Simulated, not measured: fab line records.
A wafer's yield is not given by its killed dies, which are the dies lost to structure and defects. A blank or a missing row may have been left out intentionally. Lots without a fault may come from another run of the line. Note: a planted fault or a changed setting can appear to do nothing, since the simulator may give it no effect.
Which tool did it? / flow sky130 / Sampling: 12 lots, 36 wafers, 4 of 708 route steps

## WHAT EACH GAUGE READ, for each wafer
SKY_VIA1_THK_MEAS_23: measures by xrf.
lot=L408; measured=day 34 18:52; on=film_metro-03; VIA1_W_THK (nm)=255 252 254
lot=L409; measured=day 35 03:10; on=film_metro-03; VIA1_W_THK (nm)=254 255 254
lot=L410; measured=day 35 14:11; on=film_metro-01; VIA1_W_THK (nm)=261 264 271
lot=L413; measured=day 35 22:29; on=film_metro-03; VIA1_W_THK (nm)=257 256 253
lot=L414; measured=day 36 09:11; on=film_metro-01; VIA1_W_THK (nm)=266 269 266
lot=L416; measured=day 37 01:46; on=film_metro-03; VIA1_W_THK (nm)=260 261 259
lot=L417; measured=day 37 07:32; on=film_metro-03; VIA1_W_THK (nm)=259 259 261
lot=L427; measured=day 40 03:02; on=film_metro-02; VIA1_W_THK (nm)=267 265 265
lot=L428; measured=day 40 04:47; on=film_metro-02; VIA1_W_THK (nm)=264 264 263
lot=L429; measured=day 40 21:01; on=film_metro-03; VIA1_W_THK (nm)=254 252 254
lot=L430; measured=day 40 22:41; on=film_metro-03; VIA1_W_THK (nm)=258 262 261
lot=L431; measured=day 41 02:28; on=film_metro-01; VIA1_W_THK (nm)=264 264 258

## TOOL THAT RAN EACH LOT (tool first, then ch and the chambers of the sampled wafers, then the start)
lot=L408; SKY_GATE_OXIDE_OXIDATION_01=furnace-02 ch 0, day 13 14:53; SKY_VIA1_ETCH_15=rie_diel-04 ch 0,1,3, day 34 17:54; SKY_VIA1_STRIP_16=plasma_asher-01 ch 0,1, day 34 17:59
lot=L409; SKY_GATE_OXIDE_OXIDATION_01=furnace-02 ch 0, day 13 19:12; SKY_VIA1_ETCH_15=rie_diel-02 ch 0,2, day 35 02:09; SKY_VIA1_STRIP_16=plasma_asher-02 ch 0, day 35 02:12
lot=L410; SKY_GATE_OXIDE_OXIDATION_01=furnace-01 ch 0, day 14 05:55; SKY_VIA1_ETCH_15=rie_diel-04 ch 0,1,2, day 35 13:17; SKY_VIA1_STRIP_16=plasma_asher-02 ch 0,1, day 35 13:20
lot=L413; SKY_GATE_OXIDE_OXIDATION_01=furnace-01 ch 0, day 14 13:14; SKY_VIA1_ETCH_15=rie_diel-04 ch 0,1,3, day 35 21:34; SKY_VIA1_STRIP_16=plasma_asher-02 ch 0,1, day 35 21:37
lot=L414; SKY_GATE_OXIDE_OXIDATION_01=furnace-01 ch 0, day 15 03:59; SKY_VIA1_ETCH_15=rie_diel-02 ch 1,2,3, day 36 08:15; SKY_VIA1_STRIP_16=plasma_asher-04 ch 0,1, day 36 08:18
lot=L416; SKY_GATE_OXIDE_OXIDATION_01=furnace-01 ch 0, day 15 20:33; SKY_VIA1_ETCH_15=rie_diel-01 ch 1,2,3, day 37 00:51; SKY_VIA1_STRIP_16=plasma_asher-01 ch 0,1, day 37 00:54
lot=L417; SKY_GATE_OXIDE_OXIDATION_01=furnace-01 ch 0, day 16 02:02; SKY_VIA1_ETCH_15=rie_diel-02 ch 1,2, day 37 06:29; SKY_VIA1_STRIP_16=plasma_asher-01 ch 0,1, day 37 06:32
lot=L427; SKY_GATE_OXIDE_OXIDATION_01=furnace-02 ch 0, day 19 06:46; SKY_VIA1_ETCH_15=rie_diel-02 ch 1,3, day 40 02:00; SKY_VIA1_STRIP_16=plasma_asher-01 ch 0, day 40 02:03
lot=L428; SKY_GATE_OXIDE_OXIDATION_01=furnace-01 ch 0, day 19 16:33; SKY_VIA1_ETCH_15=rie_diel-01 ch 0,1,3, day 40 03:46; SKY_VIA1_STRIP_16=plasma_asher-01 ch 0,1, day 40 03:49
lot=L429; SKY_GATE_OXIDE_OXIDATION_01=furnace-02 ch 0, day 20 09:41; SKY_VIA1_ETCH_15=rie_diel-04 ch 1,2, day 40 20:05; SKY_VIA1_STRIP_16=plasma_asher-02 ch 0,1, day 40 20:08
lot=L430; SKY_GATE_OXIDE_OXIDATION_01=furnace-02 ch 0, day 20 09:41; SKY_VIA1_ETCH_15=rie_diel-01 ch 2,3, day 40 21:45; SKY_VIA1_STRIP_16=plasma_asher-01 ch 0,1, day 40 21:50
lot=L431; SKY_GATE_OXIDE_OXIDATION_01=furnace-01 ch 0, day 20 17:23; SKY_VIA1_ETCH_15=rie_diel-02 ch 0,1, day 41 01:28; SKY_VIA1_STRIP_16=plasma_asher-04 ch 0,1, day 41 01:31
- SKY_GATE_OXIDE_OXIDATION_01: stabilise 600 s, purge 300 s, target thk 10.268 nm.
- SKY_VIA1_ETCH_15: etches SiO2 in C4F8/O2/Ar, stops on TiN, target depth 351 nm, time 54 s.
- SKY_VIA1_STRIP_16: strips in O2/N2.

## AS READ BY THE TOOLS THEMSELVES (means over the sampled wafers that have a number; for cases with no such wafer, the mark the record gives instead)
SKY_GATE_OXIDE_OXIDATION_01.
lot=L408; tool=furnace-02; spike_tc_bottom_C (C)=916.7; spike_tc_centre_C (C)=902.7; spike_tc_lower_C (C)=900.4; zone_power_centre_pct (%)=18; zone_power_lower_pct (%)=18.3; zone_power_upper_pct (%)=19.1
lot=L409; tool=furnace-02; spike_tc_bottom_C (C)=916.6; spike_tc_centre_C (C)=902.2; spike_tc_lower_C (C)=900.5; zone_power_centre_pct (%)=18; zone_power_lower_pct (%)=18.1; zone_power_upper_pct (%)=19.2
lot=L410; tool=furnace-01; spike_tc_bottom_C (C)=921.2; spike_tc_centre_C (C)=900.9; spike_tc_lower_C (C)=900.5; zone_power_centre_pct (%)=25; zone_power_lower_pct (%)=19.9; zone_power_upper_pct (%)=21.3
lot=L413; tool=furnace-01; spike_tc_bottom_C (C)=921.3; spike_tc_centre_C (C)=900.9; spike_tc_lower_C (C)=898.8; zone_power_centre_pct (%)=26; zone_power_lower_pct (%)=19.7; zone_power_upper_pct (%)=21.5
lot=L414; tool=furnace-01; spike_tc_bottom_C (C)=920.6; spike_tc_centre_C (C)=900.7; spike_tc_lower_C (C)=899.6; zone_power_centre_pct (%)=25; zone_power_lower_pct (%)=20.0; zone_power_upper_pct (%)=21.6
lot=L416; tool=furnace-01; spike_tc_bottom_C (C)=921.8; spike_tc_centre_C (C)=922.8; spike_tc_lower_C (C)=897.3; zone_power_centre_pct (%)=37; zone_power_lower_pct (%)=15.2; zone_power_upper_pct (%)=16.5
lot=L417; tool=furnace-01; spike_tc_bottom_C (C)=921.5; spike_tc_centre_C (C)=922.7; spike_tc_lower_C (C)=897.3; zone_power_centre_pct (%)=37; zone_power_lower_pct (%)=15.4; zone_power_upper_pct (%)=16.6
lot=L427; tool=furnace-02; spike_tc_bottom_C (C)=917.0; spike_tc_centre_C (C)=902.7; spike_tc_lower_C (C)=899.6; zone_power_centre_pct (%)=18; zone_power_lower_pct (%)=18.3; zone_power_upper_pct (%)=19.1
lot=L428; tool=furnace-01; spike_tc_bottom_C (C)=921.8; spike_tc_centre_C (C)=899.5; spike_tc_lower_C (C)=899.8; zone_power_centre_pct (%)=25; zone_power_lower_pct (%)=19.9; zone_power_upper_pct (%)=21.5
lot=L429; tool=furnace-02; spike_tc_bottom_C (C)=916.6; spike_tc_centre_C (C)=902.7; spike_tc_lower_C (C)=899.5; zone_power_centre_pct (%)=18; zone_power_lower_pct (%)=18.2; zone_power_upper_pct (%)=19.1
lot=L430; tool=furnace-02; spike_tc_bottom_C (C)=916.8; spike_tc_centre_C (C)=903.2; spike_tc_lower_C (C)=900.2; zone_power_centre_pct (%)=18; zone_power_lower_pct (%)=18.2; zone_power_upper_pct (%)=19.3
lot=L431; tool=furnace-01; spike_tc_bottom_C (C)=922.5; spike_tc_centre_C (C)=900.4; spike_tc_lower_C (C)=899.6; zone_power_centre_pct (%)=26; zone_power_lower_pct (%)=19.9; zone_power_upper_pct (%)=21.5

SKY_VIA1_ETCH_15.
lot=L408; tool=rie_diel-04; oes_product_au (a.u.)=0.983
lot=L409; tool=rie_diel-02; oes_product_au (a.u.)=0.987
lot=L410; tool=rie_diel-04; oes_product_au (a.u.)=0.983
lot=L413; tool=rie_diel-04; oes_product_au (a.u.)=0.983
lot=L414; tool=rie_diel-02; oes_product_au (a.u.)=0.984
lot=L416; tool=rie_diel-01; oes_product_au (a.u.)=0.982
lot=L417; tool=rie_diel-02; oes_product_au (a.u.)=0.986
lot=L427; tool=rie_diel-02; oes_product_au (a.u.)=0.980
lot=L428; tool=rie_diel-01; oes_product_au (a.u.)=0.991
lot=L429; tool=rie_diel-04; oes_product_au (a.u.)=0.989
lot=L430; tool=rie_diel-01; oes_product_au (a.u.)=0.979
lot=L431; tool=rie_diel-02; oes_product_au (a.u.)=0.984

SKY_VIA1_STRIP_16.
lot=L408; tool=plasma_asher-01; drypump_motor_current_A (A)=6.1; oes_product_au (a.u.)=0.413; strip_time_to_endpoint_s (s)=4.438
lot=L409; tool=plasma_asher-02; drypump_motor_current_A (A)=4.9; oes_product_au (a.u.)=0.417; strip_time_to_endpoint_s (s)=4.474
lot=L410; tool=plasma_asher-02; drypump_motor_current_A (A)=5.1; oes_product_au (a.u.)=0.419; strip_time_to_endpoint_s (s)=4.449
lot=L413; tool=plasma_asher-02; drypump_motor_current_A (A)=5.2; oes_product_au (a.u.)=0.415; strip_time_to_endpoint_s (s)=4.442
lot=L414; tool=plasma_asher-04; drypump_motor_current_A (A)=5.9; oes_product_au (a.u.)=0.418; strip_time_to_endpoint_s (s)=4.419
lot=L416; tool=plasma_asher-01; drypump_motor_current_A (A)=5.9; oes_product_au (a.u.)=0.419; strip_time_to_endpoint_s (s)=4.470
lot=L417; tool=plasma_asher-01; drypump_motor_current_A (A)=5.9; oes_product_au (a.u.)=0.414; strip_time_to_endpoint_s (s)=4.423
lot=L427; tool=plasma_asher-01; drypump_motor_current_A (A)=6.4; oes_product_au (a.u.)=0.417; strip_time_to_endpoint_s (s)=4.452
lot=L428; tool=plasma_asher-01; drypump_motor_current_A (A)=6.1; oes_product_au (a.u.)=0.413; strip_time_to_endpoint_s (s)=4.444
lot=L429; tool=plasma_asher-02; drypump_motor_current_A (A)=5.1; oes_product_au (a.u.)=0.414; strip_time_to_endpoint_s (s)=4.407
lot=L430; tool=plasma_asher-01; drypump_motor_current_A (A)=6.1; oes_product_au (a.u.)=0.415; strip_time_to_endpoint_s (s)=4.466
lot=L431; tool=plasma_asher-04; drypump_motor_current_A (A)=5.8; oes_product_au (a.u.)=0.419; strip_time_to_endpoint_s (s)=4.456

## THE ANSWER, worked out from the rows above alone
Rule: usual is defined by the lots themselves. Put in order of their means at a reading, lots are off if they are a third of the lots or fewer, leave a main group of 4 or more, and stand apart from it by a gap of 3 or more times the standard deviation of the main group's means; of several such gaps the widest counts. If all means in a main group match to the digits the tables above print for the reading, that group is not used. Also off: a lot with no number at a reading for which 4 or more lots have one. Any other lot the step has rows for is counted as sound. The gauges are gone through in route order, then the tools' own readings, and for those a lot's mean is taken as printed above. At the first step where some lot is off, the reading lying furthest off is the one used; lots without a number count as furthest.
Off at SKY_GATE_OXIDE_OXIDATION_01 (spike_tc_centre_C): L416, L417. Main group: mean 901.6 C, sd 1.2.
A tool fits if, at that step or a process step before it, it ran every lot that is off, and no sound lot after the first of them. None of those tried fits.

## WHAT THE SIMULATOR PUT IN
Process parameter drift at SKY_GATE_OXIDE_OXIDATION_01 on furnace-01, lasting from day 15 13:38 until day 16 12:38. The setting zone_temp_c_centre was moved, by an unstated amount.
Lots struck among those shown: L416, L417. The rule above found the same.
